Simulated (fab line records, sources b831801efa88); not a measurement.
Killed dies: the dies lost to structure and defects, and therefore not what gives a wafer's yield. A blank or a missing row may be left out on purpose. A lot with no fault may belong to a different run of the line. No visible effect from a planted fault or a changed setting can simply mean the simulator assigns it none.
fab line records | flow sky130 | part 1 of 2: steps 1 to 32 of 33
[record] lots = 6 wafers = 18 lastDay = 50
route steps=708 shown LOCAL_INTERCONNECT@394 CONTACT@406 PAD_OPEN@708
lots that met no fault: taken from a fault-free run of the same line
startH: hours from the record's first day to the start of the lot's first wafer shown | waitH: how many hours have passed since the lot's step before this one | " same as the row above | L1.1+2: several wafers, shown together as one row | - either no value or no given start | * or withheld: withheld | < > ~ a bound
route shown NAME@n: NAME is a module with steps in the file, n the number in the route of the first one | usual: mean and standard deviation over wafers with no fault | same: alike in all rows | chamber/n: place in a boat | sites: the reading at each site | _std_site: standard deviation of those values | _edge_site: the outer-site mean with the inner-site mean subtracted | radiusMm: how far each site lies from the wafer's centre | mask NAME#n: copy n | behind: the tool/chamber that last shaped the wafer | hold: the reason the lot was held/the length of the hold in hours/how it ended | device: which transistor (n, p or np) failed to switch | end of line: the tests these same wafers got at the end of their route | step lacking rows: just its recipe | killed: not the wafer's yield, but the dies lost to structure and defects at the first sort | map: shows each die of a wafer: x if killed, . if not, _ if none is there
set.NAME: the run value of the setting; set.NAME@STEP: its run value at that earlier step | model.NAME: the simulator's own value behind a step, which no gauge read
lots seen at some steps along the route; tables by step, rows by wafer
services: the hour from which a tool's chamber was out of use, counted from the record's first day as startH (under 0 if before that day), plus the number of hours and why
[[steps]]
[step SKY_LOCAL_INTERCONNECT_SOFTBAKE_07]
[recipe] tempC = 100 timeS = 90 resist = KrF-thick
[step SKY_LOCAL_INTERCONNECT_EXPOSE_08]
[recipe] maskId = LI1M na = 0.8 sourceShape = annular sigmaInner = 0.55 sigmaOuter = 0.85 targetCdNm = 170 doseMj = 28
[step SKY_LOCAL_INTERCONNECT_PEB_09]
[recipe] pebTempC = withheld pebTimeS = withheld resist = KrF-thick
[step SKY_LOCAL_INTERCONNECT_DEVELOP_10]
[recipe] developTimeS = 60 resist = KrF-thick devTempC = 21
[step SKY_LOCAL_INTERCONNECT_CD_MEAS_11]
[recipe] targetCdNm = 170
[usual] cdNm = 169.5/1.4
// columns lot.wafer tool chamber startH waitH cdNm
L350.2 cdSem-01 - 719.31 - 171.4
L350.3 " - " " 171.0
L350.4 " - " " 170.8
L354.2 cdSem-02 - 768.76 - 167.3
L354.4 " - " " 166.5
L354.6 " - " " 167.1
L355.3 cdSem-02 - 789.11 - 170.5
L355.5 " - " " 170.5
L355.6 " - " " 171.0
L360.2 cdSem-01 - 808.94 - 167.3
L360.4 " - " " 167.3
L360.6 " - " " 167.5
L364.3 cdSem-01 - 838.03 - 167.9
L364.5 " - " " 168.9
L364.6 " - " " 166.7
L368.4 cdSem-01 - 859.20 - 170.5
L368.5 " - " " 171.5
L368.6 " - " " 171.9
[step SKY_LOCAL_INTERCONNECT_OVL_MEAS_12]
[usual] LOCAL_INTERCONNECT_OVL = 2/5
// columns lot.wafer tool chamber startH waitH LOCAL_INTERCONNECT_OVL[nm]
L350.2 overlay-02 - 719.41 0.1 0
L350.3 " - " " 4
L350.4 " - " " -3
L354.2 overlay-02 - 768.87 0.1 3
L354.4 " - " " -4
L354.6 " - " " 4
L355.3 overlay-02 - 789.21 0.1 8
L355.5 " - " " 4
L355.6 " - " " 1
L360.2 overlay-01 - 809.05 0.1 9
L360.4 " - " " 0
L360.6 " - " " 0
L364.3 overlay-01 - 838.12 0.1 5
L364.5 " - " " 7
L364.6 " - " " 5
L368.4 overlay-02 - 859.28 0.1 7
L368.5 " - " " -3
L368.6 " - " " 6
[step SKY_LOCAL_INTERCONNECT_ETCH_13]
[recipe] chemistry = N2/H2 target = BARC ionEnergyEv = 200 biasW = 100 pressureMtorr = 30 n2FlowSccm = 100 h2FlowSccm = 200 icpW = 500 stopOn = SiO2 timeS = 45.9 targetDepthA = 600
[usual] drypumpMotorCurrentA = 5.7/0.49 oesProductAu = 0.855/0.0051 throttleValvePct = 13.225/0.0087
// columns lot.wafer tool chamber startH waitH drypumpMotorCurrentA oesProductAu rfHoursCounterH throttleValvePct
L350.2 rieMetal-04 0 719.44 0.0 5.7 0.850 10 13.220
L350.3 " 0 " " 5.7 0.861 - 13.234
L350.4 " 1 " " 6.5 0.851 - 13.222
L354.2 rieMetal-02 1 768.90 0.0 5.4 0.858 5 13.221
L354.4 " 0 " " 6.2 0.852 - 13.234
L354.6 " 0 " " 6.2 0.851 - 13.214
L355.3 rieMetal-03 0 789.25 0.0 5.8 0.852 - 13.226
L355.5 " 0 " " 5.8 0.850 - 13.210
L355.6 " 1 " " 5.1 0.847 - 13.227
L360.2 rieMetal-03 1 809.08 0.0 5.1 0.847 8 13.234
L360.4 " 0 " " 5.8 0.855 - 13.216
L360.6 " 1 " " 5.1 0.852 - 13.224
L364.3 rieMetal-03 0 838.17 0.0 5.8 0.854 - 13.220
L364.5 " 1 " " 5.1 0.854 - 13.223
L364.6 " 0 " " 5.8 0.852 - 13.238
L368.4 rieMetal-04 0 859.32 0.0 5.7 0.862 - 13.222
L368.5 " 0 " " 5.7 0.864 - 13.222
L368.6 " 1 " " 6.5 0.854 - 13.218
[step SKY_LOCAL_INTERCONNECT_METAL_ETCH_14]
[recipe] targetDepthNm = 110 stopOn = PSG chemistry = Cl2/BCl3 target = TiN resistSidewallDeg = 88 pressureMtorr = 10 icpW = 900 biasW = 48.5 Cl2_flow_sccm = 60 bcl3FlowSccm = 30 timeS = 31.4
[usual] drypumpMotorCurrentA = 5.7/0.48 oesProductAu = 0.942/0.0058 throttleValvePct = 21.902/0.01
// columns lot.wafer tool chamber startH waitH drypumpMotorCurrentA oesProductAu rfHoursCounterH throttleValvePct
L350.2 rieMetal-04 0 719.51 0.0 5.7 0.936 10 21.900
L350.3 " 0 " " 5.7 0.937 - 21.901
L350.4 " 1 " " 6.4 0.935 - 21.892
L354.2 rieMetal-02 1 768.96 0.0 5.3 0.947 5 21.901
L354.4 " 0 " " 6.1 0.943 - 21.916
L354.6 " 0 " " 6.1 0.943 - 21.886
L355.3 rieMetal-03 0 789.31 0.0 5.8 0.938 - 21.900
L355.5 " 0 " " 5.8 0.942 - 21.925
L355.6 " 1 " " 5.1 0.942 - 21.903
L360.2 rieMetal-03 1 809.14 0.0 5.1 0.933 8 21.921
L360.4 " 0 " " 5.8 0.941 - 21.892
L360.6 " 1 " " 5.1 0.932 - 21.897
L364.3 rieMetal-03 0 838.22 0.0 5.8 0.960 - 21.899
L364.5 " 1 " " 5.1 0.950 - 21.882
L364.6 " 0 " " 5.8 0.950 - 21.897
L368.4 rieMetal-04 0 859.37 0.0 5.7 0.947 - 21.912
L368.5 " 0 " " 5.7 0.947 - 21.903
L368.6 " 1 " " 6.5 0.945 - 21.911
[step SKY_LOCAL_INTERCONNECT_STRIP_15]
[recipe] chemistry = O2/N2 powerW = 1400 pressureMtorr = 1500 platenTempC = withheld o2FlowSccm = 3000 n2FlowSccm = 300 overashFraction = 0.5
[usual] drypumpMotorCurrentA = 5.7/0.5 oesProductAu = 0.427/0.0041 stripTimeToEndpointS = 4.718/0.019
// columns lot.wafer tool chamber startH waitH drypumpMotorCurrentA oesProductAu rfHoursCounterH stripTimeToEndpointS
L350.2 plasmaAsher-02 1 719.56 0.0 5.9 0.422 27 4.727
L350.3 " 1 " " 5.9 0.426 - 4.724
L350.4 " 0 " " 5.8 0.432 - 4.765
L354.2 plasmaAsher-02 1 769.01 0.0 5.9 0.426 32 4.717
L354.4 " 0 " " 5.8 0.433 - 4.727
L354.6 " 1 " " 5.9 0.425 - 4.702
L355.3 plasmaAsher-03 1 789.38 0.1 6.1 0.430 - 4.686
L355.5 " 0 " " 4.8 0.425 - 4.716
L355.6 " 1 " " 6.1 0.428 - 4.716
L360.2 plasmaAsher-04 1 809.20 0.0 5.0 0.423 68 4.722
L360.4 " 0 " " 6.2 0.424 - 4.698
L360.6 " 0 " " 6.2 0.423 - 4.698
L364.3 plasmaAsher-04 0 838.29 0.1 6.2 0.437 - 4.686
L364.5 " 1 " " 5.0 0.432 - 4.720
L364.6 " 0 " " 6.2 0.421 - 4.687
L368.4 plasmaAsher-03 0 859.44 0.1 4.8 0.428 - 4.758
L368.5 " 1 " " 6.1 0.427 - 4.722
L368.6 " 0 " " 4.9 0.423 - 4.756
[step SKY_LOCAL_INTERCONNECT_STRIP_16]
[recipe] chemistry = postEtchResidueRemover timeS = 1200 tempC = 72.5
[step SKY_LOCAL_INTERCONNECT_CLEAN_17]
[recipe] chemistry = IPA timeS = 180 tempC = 25
[step SKY_LOCAL_INTERCONNECT_CLEAN_18]
[recipe] chemistry = O3/DIW dry = n2Spin
[step SKY_CONTACT_CVD_00]
[recipe] material = Si3N4 targetThkNm = 75 tempC = 400 timeS = withheld rfW = 450
[usual] heaterPowerW = 721/92
// columns lot.wafer tool chamber startH waitH heaterPowerW model.Si3N4_of_CONTACT_CVD_00.thkNm
L350.2 pecvd-01 2 720.16 0.0 740 73.61
L350.3 " 1 " " 665 73.96
L350.4 " 0 " " 618 75.29
L354.2 pecvd-04 1 769.61 0.0 678 73.51
L354.4 " 0 " " 856 74.44
L354.6 " 2 " " 599 76.4
L355.3 pecvd-04 2 789.95 0.0 683 109.5
L355.5 " 2 " " 675 110.1
L355.6 " 1 " " 586 110.4
L360.2 pecvd-04 2 809.81 0.0 617 109.4
L360.4 " 0 " " 823 110
L360.6 " 1 " " 685 111
L364.3 pecvd-03 2 838.90 0.0 942 74.69
L364.5 " 0 " " 724 76.1
L364.6 " 2 " " 961 75.57
L368.4 pecvd-01 2 860.02 0.0 762 75.76
L368.5 " 0 " " 655 76.68
L368.6 " 1 " " 765 75.7
[step SKY_CONTACT_THK_MEAS_01]
[recipe] reads = Si3N4_of_CONTACT_CVD_00
[usual] CONTACT_CVD_00_THK = 75.0/0.92
// columns lot.wafer tool chamber startH waitH CONTACT_CVD_00_THK[nm]
L350.2 filmMetro-03 - 720.21 - 73.6
L350.3 " - " " 74.0
L350.4 " - " " 75.3
L354.2 filmMetro-04 - 769.65 - 73.5
L354.4 " - " " 74.4
L354.6 " - " " 76.4
L355.3 filmMetro-03 - 790.00 - 109.4
L355.5 " - " " 110.2
L355.6 " - " " 110.4
L360.2 filmMetro-01 - 809.85 - 109.4
L360.4 " - " " 110.1
L360.6 " - " " 111.1
L364.3 filmMetro-01 - 838.95 - 74.7
L364.5 " - " " 76.1
L364.6 " - " " 75.5
L368.4 filmMetro-03 - 860.06 - 75.7
L368.5 " - " " 76.6
L368.6 " - " " 75.7
[step SKY_CONTACT_HDPCVD_02]
[recipe] material = SiO2 targetThkNm = 565 sigmaOpenFrac = 0.3 timeS = 94.2 tempC = 600 sih4FlowSccm = 60 pressureMtorr = 6
[step SKY_CONTACT_THK_MEAS_03]
[recipe] reads = SiO2_of_CONTACT_HDPCVD_02
[usual] CONTACT_HDPCVD_THK = 563/5.8
// columns lot.wafer tool chamber startH waitH CONTACT_HDPCVD_THK[nm]
L350.2 filmMetro-01 - 720.37 0.1 560
L350.3 " - " " 558
L350.4 " - " " 560
L354.2 filmMetro-01 - 769.78 0.0 553
L354.4 " - " " 555
L354.6 " - " " 553
L355.3 filmMetro-01 - 790.13 0.1 561
L355.5 " - " " 562
L355.6 " - " " 563
L360.2 filmMetro-03 - 809.98 0.0 562
L360.4 " - " " 554
L360.6 " - " " 563
L364.3 filmMetro-04 - 839.08 0.1 579
L364.5 " - " " 575
L364.6 " - " " 570
L368.4 filmMetro-01 - 860.19 0.0 565
L368.5 " - " " 570
L368.6 " - " " 571
[step SKY_CONTACT_CMP_04]
[recipe] material = SiO2 downForcePsi = 4 platenRpm = 60 padVelocityMS = 0.94248
[usual] edgeZonePressureFrac = 1.000/0.0052 motorCurrentA = 11.6/1.8 platenRpm = 60.00/0.044 retainingRingPressureFrac = 1.000/0.0055
// columns lot.wafer tool chamber startH waitH edgeZonePressureFrac motorCurrentA platenRpm retainingRingPressureFrac
L350.4 cmp-01 2 720.42 0.0 1.010 8.4 60.03 0.995
L350.2 " 3 " " 1.005 12.3 59.99 1.008
L350.3 " 0 " " 0.993 14.4 59.97 1.003
L354.4 cmp-02 2 769.83 0.0 1.005 13.0 60.02 0.996
L354.2 " 3 " " 0.985 10.7 59.99 1.001
L354.6 " 2 " " 1.002 13.6 59.99 1.003
L355.3 cmp-02 0 790.32 0.2 0.998 9.9 60.08 1.005
L355.6 " 1 " " 1.012 13.0 60.03 0.990
L355.5 " 2 " " 0.995 13.6 59.96 0.999
L360.2 cmp-01 1 810.08 0.1 0.998 10.3 59.99 1.006
L360.4 " 2 " " 1.002 8.9 60.01 1.005
L360.6 " 1 " " 0.997 10.2 60.04 1.010
L364.3 cmp-01 0 839.27 0.2 1.009 13.4 59.98 0.990
L364.6 " 1 " " 1.001 10.1 60.04 0.997
L364.5 " 2 " " 0.989 8.4 59.92 0.999
L368.4 cmp-02 0 860.27 0.1 1.001 10.3 59.95 0.998
L368.6 " 3 " " 0.998 11.6 60.04 0.992
L368.5 " 0 " " 1.000 10.0 60.00 0.991
[step SKY_CONTACT_BOW_MEAS_05]
[recipe] mode = bow
[usual] CONTACT_BOW = 83/6.3
// columns lot.wafer tool chamber startH waitH CONTACT_BOW[um]
L350.2 filmMetro-04 - 720.74 0.2 83
L350.3 " - " " 85
L350.4 " - " " 86
L354.2 filmMetro-03 - 770.18 0.2 87
L354.4 " - " " 75
L354.6 " - " " 92
L355.3 filmMetro-01 - 790.51 0.1 84
L355.5 " - " " 83
L355.6 " - " " 103
L360.2 filmMetro-03 - 810.35 0.2 81
L360.4 " - " " 82
L360.6 " - " " 86
L364.3 filmMetro-03 - 839.46 0.1 82
L364.5 " - " " 77
L364.6 " - " " 69
L368.4 filmMetro-04 - 860.58 0.3 67
L368.5 " - " " 71
L368.6 " - " " 67
[step SKY_CONTACT_DEHYDRATE_06]
[recipe] tempC = 200 timeS = 60
[step SKY_CONTACT_HMDS_07]
[recipe] primeTimeS = 60 primeTempC = 120
[step SKY_CONTACT_COAT_08]
[recipe] resist = BARC tempC = withheld timeS = withheld spinRpm = 3000 resistThkNm = 60
[step SKY_CONTACT_COAT_09]
[recipe] resist = KrF-thick spinRpm = 3000 resistThkNm = 450
[step SKY_CONTACT_SOFTBAKE_10]
[recipe] tempC = 100 timeS = 90 resist = KrF-thick
[step SKY_CONTACT_EXPOSE_11]
[recipe] maskId = CTM1 na = 0.8 sourceShape = annular sigmaInner = 0.55 sigmaOuter = 0.85 targetCdNm = 170 doseMj = 38
[step SKY_CONTACT_PEB_12]
[recipe] pebTempC = withheld pebTimeS = withheld resist = KrF-thick
[step SKY_CONTACT_DEVELOP_13]
[recipe] developTimeS = 60 resist = KrF-thick devTempC = 21
[step SKY_CONTACT_CD_MEAS_14]
[recipe] targetCdNm = 170
[usual] cdNm = 169.9/1.6
// columns lot.wafer tool chamber startH waitH cdNm
L350.2 cdSem-01 - 748.06 - 169.3
L350.3 " - " " 170.1
L350.4 " - " " 170.5
L354.2 cdSem-01 - 796.31 - 171.7
L354.4 " - " " 171.4
L354.6 " - " " 171.4
L355.3 cdSem-02 - 816.70 - 170.0
L355.5 " - " " 170.5
L355.6 " - " " 170.1
L360.2 cdSem-02 - 836.68 - 169.7
L360.4 " - " " 168.0
L360.6 " - " " 169.5
L364.3 cdSem-02 - 865.48 - 170.3
L364.5 " - " " 169.4
L364.6 " - " " 170.3
L368.4 cdSem-02 - 886.30 - 170.8
L368.5 " - " " 171.6
L368.6 " - " " 169.4
[step SKY_CONTACT_OVL_MEAS_15]
[usual] CONTACT_OVL = -1/5.4
// columns lot.wafer tool chamber startH waitH CONTACT_OVL[nm]
L350.2 overlay-02 - 748.17 0.1 -4
L350.3 " - " " -5
L350.4 " - " " 4
L354.2 overlay-02 - 796.41 0.1 -6
L354.4 " - " " -6
L354.6 " - " " -15
L355.3 overlay-02 - 816.79 0.1 -3
L355.5 " - " " -2
L355.6 " - " " -11
L360.2 overlay-01 - 836.79 0.1 6
L360.4 " - " " 7
L360.6 " - " " 11
L364.3 overlay-01 - 865.57 0.1 -2
L364.5 " - " " 6
L364.6 " - " " -9
L368.4 overlay-02 - 886.38 0.1 1
L368.5 " - " " -4
L368.6 " - " " -3
[step SKY_CONTACT_ETCH_16]
[recipe] chemistry = N2/H2 target = BARC ionEnergyEv = 200 sourceW = 500 biasW = 100 pressureMtorr = 30 n2FlowSccm = 100 h2FlowSccm = 200 stopOn = SiO2 timeS = 45.9 targetDepthA = 600
[step SKY_CONTACT_ETCH_17]
[recipe] target = SiO2 chemistry = C4F8/O2/Ar stopOn = Si3N4 maskMaterial = KrF-thick sourceW = 1500 biasW = 1200 pressureMtorr = 40 c4f8FlowSccm = withheld O2_flow_sccm = 6 Ar_flow_sccm = 300 timeS = withheld targetDepthA = 3400
[usual] oesProductAu = 0.892/0.0048
// columns lot.wafer tool chamber startH waitH oesProductAu
L350.2 rieDiel-04 1 748.24 0.0 0.896
L350.3 " 3 " " 0.898
L350.4 " 0 " " 0.894
L354.2 rieDiel-01 0 796.49 0.0 0.885
L354.4 " 2 " " 0.889
L354.6 " 1 " " 0.888
L355.3 rieDiel-01 1 816.86 0.0 0.893
L355.5 " 2 " " 0.897
L355.6 " 3 " " 0.901
L360.2 rieDiel-01 2 836.86 0.0 0.894
L360.4 " 1 " " 0.894
L360.6 " 0 " " 0.892
L364.3 rieDiel-04 1 865.64 0.0 0.885
L364.5 " 3 " " 0.896
L364.6 " 2 " " 0.897
L368.4 rieDiel-01 1 886.44 0.0 0.889
L368.5 " 1 " " 0.886
L368.6 " 2 " " 0.891
[step SKY_CONTACT_ETCH_18]
[recipe] target = Si3N4 chemistry = CHF3/O2 stopOn = TiN sourceW = 600 biasW = 200 pressureMtorr = 40 chf3FlowSccm = 50 O2_flow_sccm = 5 timeS = 39 targetDepthA = 750
[usual] drypumpMotorCurrentA = 5.8/0.33 oesProductAu = 0.855/0.0081 throttleValvePct = 8.793/0.0086
// columns lot.wafer tool chamber startH waitH drypumpMotorCurrentA oesProductAu rfHoursCounterH throttleValvePct model.etch.depthNm
L350.2 rieDiel-04 1 - - 5.5 0.846 6 8.789 73.61
L350.3 " 3 " " 5.1 0.846 13 8.785 73.96
L350.4 " 0 " " 5.0 0.855 5 8.784 75.29
L354.2 rieDiel-01 0 - - 5.7 0.837 3 8.787 73.51
L354.4 " 2 " " 6.0 0.844 11 8.770 74.44
L354.6 " 1 " " 5.8 0.860 - 8.796 76.4
L355.3 rieDiel-01 1 - - 5.8 1.001 15 8.836 97.28
L355.5 " 2 " " 6.0 1.005 - 8.817 97.7
L355.6 " 3 " " 5.6 0.998 - 8.826 98.52
L360.2 rieDiel-01 2 - - 6.0 1.000 13 8.822 98.44
L360.4 " 1 " " 5.7 1.005 16 8.813 97.44
L360.6 " 0 " " 5.7 1.005 - 8.845 98.12
L364.3 rieDiel-04 1 - - 5.5 0.845 10 8.794 74.69
L364.5 " 3 " " 5.1 0.865 - 8.783 76.1
L364.6 " 2 " " 6.1 0.853 - 8.799 75.57
L368.4 rieDiel-01 1 - - 5.7 0.867 17 8.795 75.76
L368.5 " 1 " " 5.8 0.883 - 8.797 76.68
L368.6 " 2 " " 6.0 0.856 - 8.786 75.7
[step SKY_CONTACT_STRIP_19]
[recipe] chemistry = O2/N2 powerW = 1400 pressureMtorr = 1500 platenTempC = withheld o2FlowSccm = 3000 n2FlowSccm = 300 overashFraction = 0.5
[[key]]
[firstSign] step = SKY_CONTACT_THK_MEAS_01 reading = CONTACT_CVD_00_THK direction = up sigmas = 38 usual = 75.0 struck = 110.1
[effect] step = SKY_CONTACT_ETCH_18 reading = oesProductAu direction = up sigmas = 18 usual = 0.855 struck = 1.002
[effect] step = SKY_PAD_OPEN_PROBE_99 reading = killedAtContacts direction = up sigmas = 73 usual = 25 struck = 428
[modelEffect] step = SKY_CONTACT_CVD_00 value = Si3N4_of_CONTACT_CVD_00.thkNm without = 75.35 struck = 110.1
[modelEffect] step = SKY_CONTACT_ETCH_18 value = etch.depthNm without = 75.35 struck = 97.92
[moreKillsBornAt] SKY_CONTACT_ETCH_18@rieDiel-01 = 2443
metAt SKY_CONTACT_CVD_00
struckWafers L355.3,L355.5,L355.6,L360.2,L360.4,L360.6
laterRowsLeftOut L355.3,L355.5,L355.6,L360.2,L360.4,L360.6
testerLeftOut L355,L360
onsetBetween 769.61 789.95
[fault] kind = processParameterDrift tool = pecvd-04 chamber = - onsetH = 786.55 steps = SKY_CONTACT_CVD_00 channel = targetThkNm offset = 34.642 shape = step endH = 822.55 actsIn = theseRecipesOnly stated = 75
// testerLeftOut: of these lots the tester's yield and bins aren't shown, on N5 and GAA mostly nor the transistor test; their killed dies are dies lost to structure and defects alone, not to doping, threshold or leakage, so they don't give the yield
// laterRowsLeftOut: the simulator's readings of these wafers behind a module that went badly wrong aren't trusted and aren't shown, but for the sort
